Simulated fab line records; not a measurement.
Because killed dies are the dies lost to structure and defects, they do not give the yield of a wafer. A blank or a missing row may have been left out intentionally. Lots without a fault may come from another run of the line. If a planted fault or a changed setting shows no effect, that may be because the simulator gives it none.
fab line records + flow sky130
[record]
- lots = 12
- wafers = 36
- last_day = 51
route steps=708 shown VT_ADJUST_LVTN@116 VT_ADJUST_NCORE@126 VT_ADJUST_HVTR@134 PAD_OPEN@708
lots that met no fault: taken from a fault-free run of the same line
start_h: the number of hours between the record's first day and the start of the first shown wafer of the lot + wait_h: how many hours have passed since the lot's step before this one + " the same as in the row above + L1.1+2: a row that stands for several wafers + - no value, or no start given + * or withheld: withheld + < > ~ a bound
route shown NAME@n: a module of which the file shows steps, and the number in the route of the first + usual: mean/standard deviation taken from wafers without a fault + same: alike in all rows + chamber/n: place in a boat + sites: per-site readings + _std_site: standard deviation across them + _edge_site: inner sites' mean taken away from outer sites' mean + radius_mm: for every site, how far away it sits from the centre of the wafer + mask NAME#n: copy n + behind: the tool/chamber that last shaped the wafer + hold: the reason the lot was held/the length of the hold in hours/how it ended + device: transistor that didn't switch, given as n, p or np + end of line: at the end of the route, the tests of the same wafers + step lacking rows: just its recipe + killed: dies lost to structure and defects at the first sort, not the wafer's yield + map: a wafer's dies, marking killed ones x, the rest . and places with no die _
set.NAME: the setting as run; set.NAME@STEP: as run at that earlier step + model.NAME: the simulator's own value behind a step, which no gauge read
steps of the route over a sample of lots; a table a step, a row a wafer
services: when a tool's chamber went out of use (start_h, in hours from the record's first day, below 0 if earlier), for how many hours, and the reason
[[steps]]
[step SKY_VT_ADJUST_LVTN_IMPLANT_19]
[recipe]
- species = B
- energy_kev = 30
- dose_cm2 = 6.5e+11
- tilt_deg = withheld
[same]
- implant_ion_amu = 11
| lot.wafer  | tool         | chamber | start_h | wait_h |
|------------|--------------|---------|---------|--------|
| L242.1+2+3 | implanter-01 | 0       | 166.69  | 0.0    |
| L243.3+5+6 | implanter-04 | 0       | 171.85  | 0.1    |
| L246.1+4+6 | implanter-04 | 0       | 191.84  | 0.0    |
| L247.1+2+5 | implanter-03 | 0       | 197.55  | 0.0    |
| L248.1+2+3 | implanter-01 | 0       | 203.83  | 0.0    |
| L250.1+2+4 | implanter-03 | 0       | 222.83  | 0.0    |
| L253.2+4+5 | implanter-03 | 0       | 234.52  | 0.0    |
| L255.4+5+6 | implanter-03 | 0       | 247.92  | 0.1    |
| L257.1+5+6 | implanter-01 | 0       | 262.74  | 0.0    |
| L259.1+2+4 | implanter-04 | 0       | 287.39  | 0.0    |
| L262.1+2+6 | implanter-03 | 0       | 301.04  | 0.0    |
| L265.1+5+6 | implanter-04 | 0       | 330.24  | 0.0    |
[step SKY_VT_ADJUST_LVTN_TW_MEAS_21]
[usual]
- VT_ADJUST_LVTN_2_TW = 187.6/1.7
| lot.wafer | tool          | chamber | start_h | wait_h | VT_ADJUST_LVTN_2_TW |
|-----------|---------------|---------|---------|--------|---------------------|
| L242.1    | film_metro-02 | -       | 166.94  | 0.1    | 188.2               |
| L242.2    | "             | -       | "       | "      | 187.4               |
| L242.3    | "             | -       | "       | "      | 186.8               |
| L243.3    | film_metro-02 | -       | 172.07  | 0.1    | 188.9               |
| L243.5    | "             | -       | "       | "      | 188.1               |
| L243.6    | "             | -       | "       | "      | 187.4               |
| L246.1    | film_metro-03 | -       | 192.09  | 0.1    | 188.8               |
| L246.4    | "             | -       | "       | "      | 188.4               |
| L246.6    | "             | -       | "       | "      | 188.8               |
| L247.1    | film_metro-02 | -       | 197.80  | 0.1    | 189.1               |
| L247.2    | "             | -       | "       | "      | 189.6               |
| L247.5    | "             | -       | "       | "      | 189.8               |
| L248.1    | film_metro-02 | -       | 204.08  | 0.1    | 189.1               |
| L248.2    | "             | -       | "       | "      | 189.7               |
| L248.3    | "             | -       | "       | "      | 189.6               |
| L250.1    | film_metro-04 | -       | 223.08  | 0.1    | 185.2               |
| L250.2    | "             | -       | "       | "      | 183.8               |
| L250.4    | "             | -       | "       | "      | 185.3               |
| L253.2    | film_metro-03 | -       | 234.75  | 0.1    | 188.1               |
| L253.4    | "             | -       | "       | "      | 188.3               |
| L253.5    | "             | -       | "       | "      | 188.3               |
| L255.4    | film_metro-03 | -       | 248.12  | 0.1    | 188.0               |
| L255.5    | "             | -       | "       | "      | 189.3               |
| L255.6    | "             | -       | "       | "      | 188.8               |
| L257.1    | film_metro-02 | -       | 262.99  | 0.1    | 189.1               |
| L257.5    | "             | -       | "       | "      | 188.3               |
| L257.6    | "             | -       | "       | "      | 189.0               |
| L259.1    | film_metro-03 | -       | 287.64  | 0.1    | 188.0               |
| L259.2    | "             | -       | "       | "      | 189.5               |
| L259.4    | "             | -       | "       | "      | 188.3               |
| L262.1    | film_metro-02 | -       | 301.29  | 0.1    | 186.9               |
| L262.2    | "             | -       | "       | "      | 187.2               |
| L262.6    | "             | -       | "       | "      | 178.8               |
| L265.1    | film_metro-02 | -       | 330.49  | 0.1    | 187.6               |
| L265.5    | "             | -       | "       | "      | 187.8               |
| L265.6    | "             | -       | "       | "      | 188.2               |
[step SKY_VT_ADJUST_NCORE_CD_MEAS_07]
[recipe]
- target_cd_nm = 380
[usual]
- cd_nm = 380.5/3
| lot.wafer | tool      | chamber | start_h | wait_h | cd_nm |
|-----------|-----------|---------|---------|--------|-------|
| L242.1    | cd_sem-01 | -       | 187.86  | 0.1    | 379.7 |
| L242.2    | "         | -       | "       | "      | 379.7 |
| L242.3    | "         | -       | "       | "      | 378.5 |
| L243.3    | cd_sem-02 | -       | 192.84  | 0.1    | 376.2 |
| L243.5    | "         | -       | "       | "      | 378.3 |
| L243.6    | "         | -       | "       | "      | 378.1 |
| L246.1    | cd_sem-02 | -       | 214.36  | 0.1    | 380.2 |
| L246.4    | "         | -       | "       | "      | 377.5 |
| L246.6    | "         | -       | "       | "      | 378.2 |
| L247.1    | cd_sem-01 | -       | 219.45  | 0.1    | 383.6 |
| L247.2    | "         | -       | "       | "      | 384.2 |
| L247.5    | "         | -       | "       | "      | 383.2 |
| L248.1    | cd_sem-01 | -       | 225.41  | 0.1    | 379.4 |
| L248.2    | "         | -       | "       | "      | 376.4 |
| L248.3    | "         | -       | "       | "      | 378.6 |
| L250.1    | cd_sem-01 | -       | 244.71  | 0.1    | 382.4 |
| L250.2    | "         | -       | "       | "      | 379.7 |
| L250.4    | "         | -       | "       | "      | 380.2 |
| L253.2    | cd_sem-02 | -       | 258.17  | 0.2    | 386.8 |
| L253.4    | "         | -       | "       | "      | 385.9 |
| L253.5    | "         | -       | "       | "      | 386.7 |
| L255.4    | cd_sem-01 | -       | 271.87  | 0.1    | 381.6 |
| L255.5    | "         | -       | "       | "      | 380.2 |
| L255.6    | "         | -       | "       | "      | 381.0 |
| L257.1    | cd_sem-02 | -       | 286.80  | 0.1    | 378.8 |
| L257.5    | "         | -       | "       | "      | 377.6 |
| L257.6    | "         | -       | "       | "      | 376.5 |
| L259.1    | cd_sem-02 | -       | 313.26  | 0.1    | 376.6 |
| L259.2    | "         | -       | "       | "      | 377.4 |
| L259.4    | "         | -       | "       | "      | 379.3 |
| L262.1    | cd_sem-02 | -       | 327.11  | 0.1    | 380.7 |
| L262.2    | "         | -       | "       | "      | 382.2 |
| L262.6    | "         | -       | "       | "      | 383.2 |
| L265.1    | cd_sem-01 | -       | 357.00  | 0.1    | 381.8 |
| L265.5    | "         | -       | "       | "      | 384.2 |
| L265.6    | "         | -       | "       | "      | 381.3 |
[step SKY_VT_ADJUST_HVTR_SOFTBAKE_03]
[recipe]
- temp_c = 90
- time_s = 61.54
- resist = NOVOLAK
[usual]
- heater_power_total_W = 56.60/0.05
- plate_sensor_t_centre_C = 90.758/0.0096
- plate_sensor_t_edge_C = 90.830/0.011
- resist_line_temp_C = 23.02/0.097
[same]
- time_s = 61.54
| lot.wafer | tool           | chamber | start_h | wait_h | heater_power_total_W | plate_sensor_t_centre_C | plate_sensor_t_edge_C | resist_line_temp_C |
|-----------|----------------|---------|---------|--------|----------------------|-------------------------|-----------------------|--------------------|
| L242.1    | litho_track-03 | 0       | 199.41  | 0.1    | 56.60                | 90.754                  | 90.820                | 23.14              |
| L242.2    | "              | 0       | "       | "      | 56.67                | 90.743                  | 90.825                | 23.16              |
| L242.3    | "              | 0       | "       | "      | 56.67                | 90.750                  | 90.824                | 22.98              |
| L243.3    | litho_track-01 | 0       | 203.95  | 0.1    | 56.55                | 90.773                  | 90.821                | 23.09              |
| L243.5    | "              | 0       | "       | "      | 56.58                | 90.747                  | 90.817                | 22.95              |
| L243.6    | "              | 0       | "       | "      | 56.51                | 90.753                  | 90.811                | 22.87              |
| L246.1    | litho_track-03 | 0       | 225.36  | 0.1    | 56.54                | 90.756                  | 90.818                | 23.00              |
| L246.4    | "              | 0       | "       | "      | 56.58                | 90.767                  | 90.828                | 22.96              |
| L246.6    | "              | 0       | "       | "      | 56.56                | 90.755                  | 90.815                | 22.89              |
| L247.1    | litho_track-03 | 0       | 230.81  | 0.1    | 56.60                | 90.771                  | 90.812                | 22.84              |
| L247.2    | "              | 0       | "       | "      | 56.59                | 90.759                  | 90.833                | 23.00              |
| L247.5    | "              | 0       | "       | "      | 56.59                | 90.763                  | 90.835                | 22.95              |
| L248.1    | litho_track-01 | 0       | 236.85  | 0.1    | 56.66                | 90.753                  | 90.832                | 23.04              |
| L248.2    | "              | 0       | "       | "      | 56.60                | 90.756                  | 90.830                | 23.15              |
| L248.3    | "              | 0       | "       | "      | 56.70                | 90.772                  | 90.833                | 23.11              |
| L250.1    | litho_track-01 | 0       | 256.00  | 0.1    | 56.50                | 90.757                  | 90.816                | 22.99              |
| L250.2    | "              | 0       | "       | "      | 56.56                | 90.763                  | 90.828                | 23.02              |
| L250.4    | "              | 0       | "       | "      | 56.67                | 90.757                  | 90.853                | 22.86              |
| L253.2    | litho_track-02 | 0       | 270.52  | 0.1    | 56.61                | 90.776                  | 90.834                | 22.99              |
| L253.4    | "              | 0       | "       | "      | 56.67                | 90.756                  | 90.821                | 23.05              |
| L253.5    | "              | 0       | "       | "      | 56.59                | 90.758                  | 90.833                | 22.92              |
| L255.4    | litho_track-03 | 0       | 284.88  | 0.1    | 56.62                | 90.770                  | 90.815                | 23.12              |
| L255.5    | "              | 0       | "       | "      | 56.68                | 90.767                  | 90.814                | 23.08              |
| L255.6    | "              | 0       | "       | "      | 56.56                | 90.751                  | 90.844                | 22.75              |
| L257.1    | litho_track-01 | 0       | 299.65  | 0.1    | 56.59                | 90.771                  | 90.840                | 22.99              |
| L257.5    | "              | 0       | "       | "      | 56.62                | 90.776                  | 90.818                | 23.07              |
| L257.6    | "              | 0       | "       | "      | 56.63                | 90.759                  | 90.849                | 23.01              |
| L259.1    | litho_track-01 | 0       | 326.55  | 0.1    | 56.61                | 90.751                  | 90.840                | 23.00              |
| L259.2    | "              | 0       | "       | "      | 56.64                | 90.735                  | 90.838                | 22.86              |
| L259.4    | "              | 0       | "       | "      | 56.56                | 90.753                  | 90.836                | 22.92              |
| L262.1    | litho_track-03 | 0       | 340.66  | 0.1    | 56.60                | 90.779                  | 90.827                | 22.96              |
| L262.2    | "              | 0       | "       | "      | 56.52                | 90.766                  | 90.816                | 22.94              |
| L262.6    | "              | 0       | "       | "      | 56.63                | 90.747                  | 90.826                | 23.12              |
| L265.1    | litho_track-02 | 0       | 370.54  | 0.1    | 56.66                | 90.760                  | 90.818                | 23.04              |
| L265.5    | "              | 0       | "       | "      | 56.56                | 90.775                  | 90.831                | 23.01              |
| L265.6    | "              | 0       | "       | "      | 56.65                | 90.741                  | 90.842                | 22.98              |
[step SKY_VT_ADJUST_HVTR_STRIP_10]
[recipe]
- chemistry = O2/N2
- power_w = 1400
- pressure_mtorr = 1500
- platen_temp_c = withheld
- o2_flow_sccm = 3000
- n2_flow_sccm = 300
- overash_fraction = 0.5
[usual]
- drypump_motor_current_A = 6.12/0.23
- o2_flow_sccm = 2999/8.2
- oes_product_au = 0.716/0.0044
- strip_time_to_endpoint_s = 14.17/0.04
| lot.wafer | tool            | chamber | start_h | wait_h | drypump_motor_current_A | o2_flow_sccm | oes_product_au | rf_hours_counter_h | strip_time_to_endpoint_s |
|-----------|-----------------|---------|---------|--------|-------------------------|--------------|----------------|--------------------|--------------------------|
| L242.1    | plasma_asher-03 | 1       | 210.21  | 0.1    | 6.50                    | 2990         | 0.712          | 50                 | 14.11                    |
| L242.2    | "               | 0       | "       | "      | 5.78                    | 2998         | 0.713          | 50                 | 14.16                    |
| L242.3    | "               | 1       | "       | "      | 6.51                    | 3004         | 0.716          | -                  | 14.16                    |
| L243.3    | plasma_asher-04 | 1       | 215.18  | 0.1    | 6.22                    | 3001         | 0.712          | -                  | 14.24                    |
| L243.5    | "               | 0       | "       | "      | 6.12                    | 2987         | 0.716          | -                  | 14.21                    |
| L243.6    | "               | 1       | "       | "      | 6.23                    | 3007         | 0.717          | -                  | 14.15                    |
| L246.1    | plasma_asher-04 | 0       | 236.57  | 0.1    | 6.05                    | 3011         | 0.711          | 55                 | 14.23                    |
| L246.4    | "               | 0       | "       | "      | 6.04                    | 2984         | 0.711          | -                  | 14.21                    |
| L246.6    | "               | 0       | "       | "      | 6.08                    | 3002         | 0.715          | -                  | 14.27                    |
| L247.1    | plasma_asher-04 | 1       | 242.66  | 0.1    | 6.22                    | 3003         | 0.715          | 55                 | 14.17                    |
| L247.2    | "               | 0       | "       | "      | 6.10                    | 2988         | 0.711          | 55                 | 14.24                    |
| L247.5    | "               | 0       | "       | "      | 6.08                    | 2992         | 0.720          | -                  | 14.25                    |
| L248.1    | plasma_asher-03 | 0       | 248.70  | 0.1    | 5.80                    | 3004         | 0.716          | 54                 | 14.14                    |
| L248.2    | "               | 1       | "       | "      | 6.51                    | 3000         | 0.714          | 54                 | 14.22                    |
| L248.3    | "               | 1       | "       | "      | 6.51                    | 2996         | 0.709          | -                  | 14.19                    |
| L250.1    | plasma_asher-03 | 1       | 268.91  | 0.1    | 6.50                    | 3009         | 0.718          | 56                 | 14.10                    |
| L250.2    | "               | 0       | "       | "      | 5.80                    | 3001         | 0.716          | 56                 | 14.12                    |
| L250.4    | "               | 1       | "       | "      | 6.50                    | 3015         | 0.717          | -                  | 14.12                    |
| L253.2    | plasma_asher-01 | 1       | 283.16  | 0.1    | 5.91                    | 2996         | 0.716          | 45                 | 14.17                    |
| L253.4    | "               | 0       | "       | "      | 6.17                    | 2993         | 0.720          | -                  | 14.23                    |
| L253.5    | "               | 1       | "       | "      | 5.90                    | 3003         | 0.718          | -                  | 14.19                    |
| L255.4    | plasma_asher-01 | 1       | 297.88  | 0.1    | 5.90                    | 3014         | 0.707          | -                  | 14.27                    |
| L255.5    | "               | 0       | "       | "      | 6.16                    | 3000         | 0.717          | -                  | 14.24                    |
| L255.6    | "               | 1       | "       | "      | 5.90                    | 3013         | 0.717          | -                  | 14.21                    |
| L257.1    | plasma_asher-04 | 0       | 313.00  | 0.1    | 6.05                    | 2990         | 0.719          | 62                 | 14.22                    |
| L257.5    | "               | 1       | "       | "      | 6.23                    | 3008         | 0.712          | -                  | 14.17                    |
| L257.6    | "               | 0       | "       | "      | 6.06                    | 2996         | 0.729          | -                  | 14.22                    |
| L259.1    | plasma_asher-04 | 0       | 340.01  | 0.1    | 6.07                    | 3000         | 0.716          | 65                 | 14.16                    |
| L259.2    | "               | 1       | "       | "      | 6.22                    | 3004         | 0.710          | 65                 | 14.16                    |
| L259.4    | "               | 0       | "       | "      | 6.08                    | 3015         | 0.713          | -                  | 14.16                    |
| L262.1    | plasma_asher-01 | 1       | 354.46  | 0.1    | 5.90                    | 2997         | 0.720          | 52                 | 14.20                    |
| L262.2    | "               | 0       | "       | "      | 6.19                    | 2993         | 0.714          | 52                 | 14.18                    |
| L262.6    | "               | 1       | "       | "      | 5.90                    | 2994         | 0.713          | -                  | 14.16                    |
| L265.1    | plasma_asher-03 | 1       | 385.90  | 0.1    | 6.55                    | 3003         | 0.709          | 69                 | 14.13                    |
| L265.5    | "               | 0       | "       | "      | 5.82                    | 2998         | 0.710          | -                  | 14.19                    |
| L265.6    | "               | 1       | "       | "      | 6.51                    | 2990         | 0.713          | -                  | 14.17                    |
[step SKY_PAD_OPEN_PROBE_99]
[usual]
- killed_at_M0_to_M3 = 43/6.6
- killed_at_M4_up = 3.4/1.8
- killed_at_contacts = 24/5.7
- killed_at_front_end = 15/4.2
- killed_at_other = 0.3/0.58
- killed_dies = 86/8
- killed_open = 46/7.2
- killed_short = 39/5.8
[same]
- gross_dies = 492
- killed_at_back_side = 0
| lot.wafer | tool      | chamber | start_h | wait_h | killed_at_M0_to_M3 | killed_at_M4_up | killed_at_contacts | killed_at_front_end | killed_at_other | killed_dies | killed_open | killed_short |
|-----------|-----------|---------|---------|--------|--------------------|-----------------|--------------------|---------------------|-----------------|-------------|-------------|--------------|
| L250.1    | prober-01 | -       | 1141.56 | 0.1    | 51                 | 5               | 19                 | 21                  | 0               | 96          | 66          | 30           |
| L250.2    | prober-01 | -       | 1141.61 | 0.1    | 47                 | 1               | 18                 | 17                  | 0               | 83          | 43          | 40           |
| L250.4    | prober-01 | -       | 1141.71 | 0.2    | 53                 | 5               | 21                 | 13                  | 0               | 92          | 58          | 34           |
| L255.4    | prober-01 | -       | 1162.47 | 0.2    | 31                 | 6               | 22                 | 18                  | 0               | 77          | 42          | 34           |
| L255.5    | prober-01 | -       | 1162.52 | 0.2    | 42                 | 1               | 32                 | 16                  | 0               | 91          | 47          | 44           |
| L255.6    | prober-01 | -       | 1162.57 | 0.2    | 43                 | 4               | 20                 | 14                  | 0               | 81          | 39          | 42           |
| L257.1    | prober-01 | -       | 1172.62 | 0.1    | 43                 | 4               | 23                 | 13                  | 0               | 83          | 42          | 41           |
| L257.5    | prober-01 | -       | 1172.82 | 0.2    | 48                 | 3               | 34                 | 17                  | 0               | 102         | 60          | 42           |
| L257.6    | prober-01 | -       | 1172.87 | 0.2    | 41                 | 7               | 29                 | 15                  | 0               | 92          | 47          | 45           |
| L259.1    | prober-02 | -       | 1190.46 | 0.1    | 54                 | 3               | 9                  | 22                  | 0               | 88          | 38          | 49           |
| L259.2    | prober-02 | -       | 1190.51 | 0.1    | 40                 | 3               | 25                 | 8                   | 0               | 76          | 41          | 34           |
| L259.4    | prober-02 | -       | 1190.61 | 0.2    | 59                 | 4               | 23                 | 16                  | 0               | 102         | 52          | 50           |
// killed by level:class
L250.1 VIA1:geometric_particle:open=20 CONTACT:geometric_particle:open=11 VIA3:geometric_particle:open=8 VIA2:geometric_particle:open=7 FIELD_ISO:geometric_particle:open=4 FIELD_ISO:geometric_particle:short=4 POLY_GATE:geometric_particle:short=4 POLY_GATE:geometric_particle:open=4
L250.2 VIA1:geometric_particle:open=9 VIA2:geometric_particle:open=8 POLY_GATE:geometric_particle:open=6 CONTACT:geometric_particle:open=6 VIA1:geometric_particle:short=6 VIA2:geometric_particle:short=6 METAL2:geometric_particle:short=5 FIELD_ISO:geometric_particle:open=4
L250.4 VIA1:geometric_particle:open=15 VIA3:geometric_particle:open=11 LI_CONTACT:geometric_particle:open=7 VIA1:geometric_particle:short=6 VIA2:geometric_particle:open=6 CONTACT:geometric_particle:open=5 POLY_GATE:geometric_particle:short=4 CONTACT:geometric_particle:short=4
L255.4 LI_CONTACT:geometric_particle:open=8 VIA2:geometric_particle:open=7 VIA1:geometric_particle:open=6 FIELD_ISO:geometric_particle:short=5 POLY_GATE:geometric_particle:open=5 CONTACT:geometric_particle:open=5 LOCAL_INTERCONNECT:geometric_particle:short=5 VIA3:geometric_particle:open=5
L255.5 CONTACT:geometric_particle:short=14 VIA1:geometric_particle:open=11 VIA3:geometric_particle:open=9 LI_CONTACT:geometric_particle:open=8 FIELD_ISO:geometric_particle:open=7 CONTACT:geometric_particle:open=5 METAL2:geometric_particle:short=5 METAL1:geometric_particle:short=4
L255.6 VIA1:geometric_particle:open=10 FIELD_ISO:geometric_particle:short=8 CONTACT:geometric_particle:open=7 LI_CONTACT:geometric_particle:open=6 VIA2:geometric_particle:open=6 METAL3:geometric_particle:short=6 CONTACT:geometric_particle:short=4 VIA1:geometric_particle:short=4
L257.1 VIA1:geometric_particle:open=12 LI_CONTACT:geometric_particle:open=8 VIA2:geometric_particle:open=8 LOCAL_INTERCONNECT:geometric_particle:short=7 VIA1:geometric_particle:short=7 FIELD_ISO:geometric_particle:short=5 METAL1:geometric_particle:short=5 CONTACT:geometric_particle:open=4
L257.5 CONTACT:geometric_particle:open=16 VIA1:geometric_particle:open=15 LI_CONTACT:geometric_particle:open=9 VIA1:geometric_particle:short=7 VIA2:geometric_particle:open=7 FIELD_ISO:geometric_particle:short=6 VIA3:geometric_particle:open=6 LOCAL_INTERCONNECT:geometric_particle:short=4
L257.6 LI_CONTACT:geometric_particle:open=10 LOCAL_INTERCONNECT:geometric_particle:short=6 VIA1:geometric_particle:open=6 METAL1:geometric_particle:short=6 VIA3:geometric_particle:open=6 CONTACT:geometric_particle:short=5 CONTACT:geometric_particle:open=5 METAL2:geometric_particle:short=5
L259.1 VIA1:geometric_particle:open=11 METAL1:geometric_particle:short=8 POLY_GATE:geometric_particle:short=7 VIA2:geometric_particle:open=7 METAL3:geometric_particle:short=6 VIA1:geometric_particle:short=6 POLY_GATE:geometric_particle:open=4 VIA3:geometric_particle:short=4
L259.2 LI_CONTACT:geometric_particle:open=8 CONTACT:geometric_particle:open=7 VIA1:geometric_particle:open=6 VIA2:geometric_particle:open=6 METAL3:geometric_particle:short=6 CONTACT:geometric_particle:short=5 VIA3:geometric_particle:open=4 METAL1:geometric_particle:short=3
L259.4 VIA1:geometric_particle:open=11 VIA2:geometric_particle:open=11 VIA3:geometric_particle:open=9 CONTACT:geometric_particle:open=8 FIELD_ISO:geometric_particle:short=7 METAL2:geometric_particle:short=7 METAL1:geometric_particle:short=6 LI_CONTACT:geometric_particle:open=6
[[services]]
| tool            | chamber | start_h | hours | kind                      |
|-----------------|---------|---------|-------|---------------------------|
| implanter-04    | -       | 144.62  | 3.9   | pm                        |
| implanter-01    | -       | 178.25  | 2.7   | pm                        |
| implanter-03    | -       | 182.84  | 4.5   | repair                    |
| plasma_asher-01 | -       | 214.11  | 14.6  | pm                        |
| plasma_asher-03 | -       | 236.66  | 2.8   | pm                        |
| implanter-01    | -       | 238.73  | 17.3  | pm                        |
| implanter-04    | -       | 248.71  | 4.1   | repair                    |
| implanter-01    | -       | 267.17  | 5.0   | repair                    |
| implanter-03    | -       | 302.76  | 1.1   | repair                    |
| implanter-01    | -       | 310.84  | 4.1   | pm                        |
| implanter-01    | -       | 326.08  | 2.2   | repair                    |
| implanter-03    | -       | 330.18  | 2.9   | repair                    |
| implanter-03    | -       | 342.64  | 2.5   | pm                        |
| litho_track-02  | -       | 366.11  | -     | consumable_replace:filter |
| implanter-04    | -       | 369.71  | 4.5   | repair                    |
[[key]]
[first_sign]
- step = SKY_VT_ADJUST_LVTN_TW_MEAS_21
- reading = VT_ADJUST_LVTN_2_TW
- direction = down
- sigmas = 5.3
- usual = 187.6
- struck = 178.8
effect none on later readings
met_at SKY_VT_ADJUST_LVTN_IMPLANT_19
struck_lots L262
struck_wafers L262.6
tester_left_out L262
not_acting_at SKY_VT_ADJUST_NCORE_CD_MEAS_07,SKY_VT_ADJUST_HVTR_SOFTBAKE_03,SKY_VT_ADJUST_HVTR_STRIP_10
onset_between 247.92 301.04
[fault]
- kind = process_parameter_drift
- tool = implanter-03
- chamber = -
- onset_h = 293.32
- steps = SKY_VT_ADJUST_LVTN_IMPLANT_19
- channel = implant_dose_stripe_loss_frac
- offset = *
- shape = step
- end_h = 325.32
- scope = struck_wafers_only
// tester_left_out: of these lots the tester's yield and bins aren't shown, on N5 and GAA mostly nor the transistor test; their killed dies are dies lost to structure and defects alone, not to doping, threshold or leakage, so they don't give the yield
